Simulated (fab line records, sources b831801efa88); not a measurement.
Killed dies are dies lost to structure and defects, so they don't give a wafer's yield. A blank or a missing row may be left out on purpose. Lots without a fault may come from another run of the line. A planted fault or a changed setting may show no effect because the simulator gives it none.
A struck lot beside a sound one | flow sfq_line | 21 steps out of a route of 325
Sound: wafers L950.2, L950.3, L950.4. Struck: wafers L963.1, L963.2, L963.5. The cause comes at the end.
At each step with rows: each side's tool, then ch and its chambers, then its first start. Under that, the readings that differ: sound wafers | struck wafers | difference of the means | sigmas: that difference in standard deviations of wafers without a fault.
alike: readings whose means differ by less than 2 such deviations, and words and numbers that are the same on both sides. not compared: withheld readings, readings that some wafer has no value for, bounds like >300 that may hide the same value, and numbers for which the record gives no deviation and whose values overlap.
The two part at a step that has a row with sigmas, a row that says differs or no value, or rows on one side only. Numbers that don't overlap but have no deviation are shown without sigmas and don't part them. A reading that every wafer of one side lacks parts them only if that side has two wafers or more.

first, 5 steps without rows for these wafers: SFQ_TRILAYER_JJ_CE_LITHO_COAT_114 (resist thk 600 nm); SFQ_TRILAYER_JJ_CE_LITHO_SOFTBAKE_118; SFQ_TRILAYER_JJ_CE_LITHO_EXPOSE_115 (exposes mask J5, target cd 700 nm); SFQ_TRILAYER_JJ_CE_LITHO_PEB_117 (peb time 60 s); SFQ_TRILAYER_JJ_CE_LITHO_DEVELOP_116 (time 60 s).
SFQ_JJ_OVL_MEAS_931:
  sound on overlay-01, day 60 12:41; struck on overlay-02, day 64 08:06
  alike: J5_OVL
SFQ_TRILAYER_JJ_CE_METRO_MEASURE_117:
  sound on cd_sem-02, day 60 12:55; struck on cd_sem-02, day 64 08:08
  alike: cd_nm
SFQ_TRILAYER_JJ_CE_BARC_OPEN_RIE_150: chemistry O2, target BARC, target depth 240 nm, time 80 s.
  sound on rie_metal-02 ch 0,1, day 60 13:55; struck on rie_metal-02 ch 0,1, day 64 09:20
  alike: drypump_motor_current_A, oes_product_au
  not compared: rf_hours_counter_h
SFQ_TRILAYER_JJ_CE_ETCH_RIE_118: chemistry SF6, target Nb, stops on Al2O3, time 97.7 s, target depth 170 nm.
  sound on rie_metal-02 ch 0,1, day 60 14:00; struck on rie_metal-02 ch 0,1, day 64 09:26
  alike: drypump_motor_current_A, oes_product_au
  not compared: rf_hours_counter_h
then, 1 step without rows for these wafers: SFQ_TRILAYER_JJ_ANODIZE_ANODIZE_119.
SFQ_TRILAYER_JJ_CE_STRIP_STRIP_120: strips in O2.
  sound on rie_metal-03 ch 0,1, day 60 14:37; struck on rie_metal-04 ch 1, day 64 10:02
  alike: drypump_motor_current_A, oes_product_au
  not compared: rf_hours_counter_h
then, 1 step without rows for these wafers: SFQ_TRILAYER_JJ_CE_STRIP_SOLV_CLEAN_121 (cleans in NMP, time 600 s).
SFQ_TRILAYER_M5_LITHO_COAT_128: resist thk 62 nm.
  sound on litho_track-04 ch 0, day 60 15:37; struck on litho_track-04 ch 0, day 64 11:25
  reading                                              | sound             | struck            | difference | sigmas
  model.BARC_of_TRILAYER_M5_LITHO_COAT_128.thk_nm (nm) | 62.14 62.16 62.24 | 67.97 68.06 68.07 | +5.85      |
then, 5 steps without rows for these wafers: SFQ_TRILAYER_M5_LITHO_COAT_123 (resist thk 600 nm); SFQ_TRILAYER_M5_LITHO_SOFTBAKE_127; SFQ_TRILAYER_M5_LITHO_EXPOSE_124 (exposes mask M5, target cd 700 nm); SFQ_TRILAYER_M5_LITHO_PEB_126 (peb time 60 s); SFQ_TRILAYER_M5_LITHO_DEVELOP_125 (time 60 s).
-- the record jumps here: 5 days lie between the struck wafers' starts before and after --
SFQ_M5_OVL_MEAS_932:
  sound on overlay-02, day 60 17:49; struck on overlay-01, day 69 00:12
  alike: M5_OVL
SFQ_TRILAYER_M5_BARC_OPEN_METAL_ETCH_161: etches BARC in O2, target depth 125 nm, time 41.7 s.
  sound on rie_metal-03 ch 0,1, day 60 17:50; struck on rie_metal-03 ch 0,1, day 69 00:14
  reading                  | sound             | struck            | difference | sigmas
  oes_product_au (a.u.)    | 0.679 0.690 0.692 | 0.719 0.717 0.728 | +0.034     | +7
  model.etch.depth_nm (nm) | 62.14 62.16 62.24 | 67.97 68.06 68.07 | +5.85      |
  alike: drypump_motor_current_A
  not compared: rf_hours_counter_h
SFQ_TRILAYER_M5_ETCH_METAL_ETCH_126: etches Nb in Cl2/BCl3, stops on SiO2, time 203.2 s, target depth 265 nm.
  sound on rie_metal-03 ch 0,1, day 60 17:54; struck on rie_metal-03 ch 0,1, day 69 00:18
  alike: drypump_motor_current_A, oes_product_au
  not compared: rf_hours_counter_h

WHERE THEY PART
Only at SFQ_TRILAYER_M5_BARC_OPEN_METAL_ETCH_161, within this record. Later steps at which nothing parts them and some readings are alike: SFQ_TRILAYER_M5_ETCH_METAL_ETCH_126.

WHY: what the simulator had put in
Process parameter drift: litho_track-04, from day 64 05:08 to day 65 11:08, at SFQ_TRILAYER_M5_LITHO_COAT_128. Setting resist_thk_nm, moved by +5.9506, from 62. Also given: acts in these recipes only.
